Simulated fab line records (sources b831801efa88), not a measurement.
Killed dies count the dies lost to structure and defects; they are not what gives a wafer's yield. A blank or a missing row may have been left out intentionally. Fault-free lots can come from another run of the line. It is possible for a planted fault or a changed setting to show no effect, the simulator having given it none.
Check of tool commonality -- flow sky130 -- 39 wafers sampled across 13 lots

THE REASON FOR OPENING IT
At SKY_RES_XHIGH_TW_MEAS_09 the reading RES_XHIGH_TW is flagged on 1 of 13 lots. No-fault wafers: 1639, standard deviation 8.2.
Rule: flag the lot when none of its wafers has a number, or when each of its wafers that has one lies beyond 4 standard deviations from that mean. The other lots count as sound.

lot,measured,on,"RES_XHIGH_TW, wafer by wafer",flag
L480,day 27 05:55,film-metro-01,1639 1639 1640,
L481,day 28 02:29,film-metro-02,1650 1637 1640,
L484,day 28 15:50,film-metro-01,1651 1642 1645,
L485,day 28 21:25,film-metro-02,1645 1645 1649,
L486,day 29 16:43,film-metro-03,1638 1639 1643,
L487,day 30 02:46,film-metro-02,1634 1635 1637,
L488,day 30 03:53,film-metro-03,1633 1627 1637,
L490,day 30 13:13,film-metro-03,30 30 30,FLAGGED
L491,day 30 22:43,film-metro-03,1632 1630 1637,
L492,day 31 07:58,film-metro-01,1643 1640 1644,
L496,day 32 20:31,film-metro-03,1638 1657 1646,
L499,day 33 14:50,film-metro-03,1622 1622 1634,
L501,day 34 04:16,film-metro-02,1646 1643 1644,
Averaged over the flagged lots the numbers come to 30, -1609 from the usual (-99 or more standard deviations).

TOOL THAT RAN EACH LOT
The record holds 1 process step before the reading, out of a route of 708 steps. Every cell lists first the tool, next ch and the chambers used by the sampled wafers, and last the start.
lot,flag,SKY_RES_XHIGH_EXPOSE_04
L480,,"iline-stepper-02 ch 0, day 26 15:00"
L481,,"iline-stepper-01 ch 0, day 27 11:07"
L484,,"iline-stepper-02 ch 0, day 28 01:58"
L485,,"iline-stepper-02 ch 0, day 28 07:44"
L486,,"iline-stepper-02 ch 0, day 29 01:46"
L487,,"iline-stepper-02 ch 0, day 29 13:16"
L488,,"iline-stepper-02 ch 0, day 29 14:17"
L490,FLAGGED,"iline-stepper-02 ch 0, day 29 23:44"
L491,,"iline-stepper-01 ch 0, day 30 08:12"
L492,,"iline-stepper-02 ch 0, day 30 18:12"
L496,,"iline-stepper-01 ch 0, day 32 06:58"
L499,,"iline-stepper-01 ch 0, day 33 00:44"
L501,,"iline-stepper-02 ch 0, day 33 14:36"
These steps, and what they do:
- SKY_RES_XHIGH_EXPOSE_04: exposes mask URPM, target cd 1270 nm.
- SKY_RES_XHIGH_TW_MEAS_09

FLAGGED OVER TOTAL, TOOL BY TOOL (the gauges that took the reading come last)
step,tool,lots run,flagged,share of the flagged lots,sound lots run after its first flagged lot
SKY_RES_XHIGH_EXPOSE_04,iline-stepper-01,4,0,none,-
SKY_RES_XHIGH_EXPOSE_04,iline-stepper-02,9,1,all,"2 (L492,L501)"
SKY_RES_XHIGH_TW_MEAS_09,film-metro-01,3,0,none,-
SKY_RES_XHIGH_TW_MEAS_09,film-metro-02,4,0,none,-
SKY_RES_XHIGH_TW_MEAS_09,film-metro-03,6,1,all,"3 (L491,L496,L499)"

WHAT IS ALLOWED BY THE TABLE
In 2 table rows, all flagged lots were run: iline-stepper-02 (SKY_RES_XHIGH_EXPOSE_04), film-metro-03 (SKY_RES_XHIGH_TW_MEAS_09).
- iline-stepper-02 at SKY_RES_XHIGH_EXPOSE_04: 1 of its 9 lots flagged. Sound lots followed the first flagged one (L492, L501) on it, something a lasting fault affecting the whole tool could not allow.
- film-metro-03 at SKY_RES_XHIGH_TW_MEAS_09: 1 of its 6 lots flagged. Sound lots followed the first flagged one (L491, L496, L499) on it, something a lasting fault affecting the whole tool could not allow.
Every row of the table either missed a flagged lot or ran a sound lot after the first.

WHAT WAS PUT IN BY THE SIMULATOR
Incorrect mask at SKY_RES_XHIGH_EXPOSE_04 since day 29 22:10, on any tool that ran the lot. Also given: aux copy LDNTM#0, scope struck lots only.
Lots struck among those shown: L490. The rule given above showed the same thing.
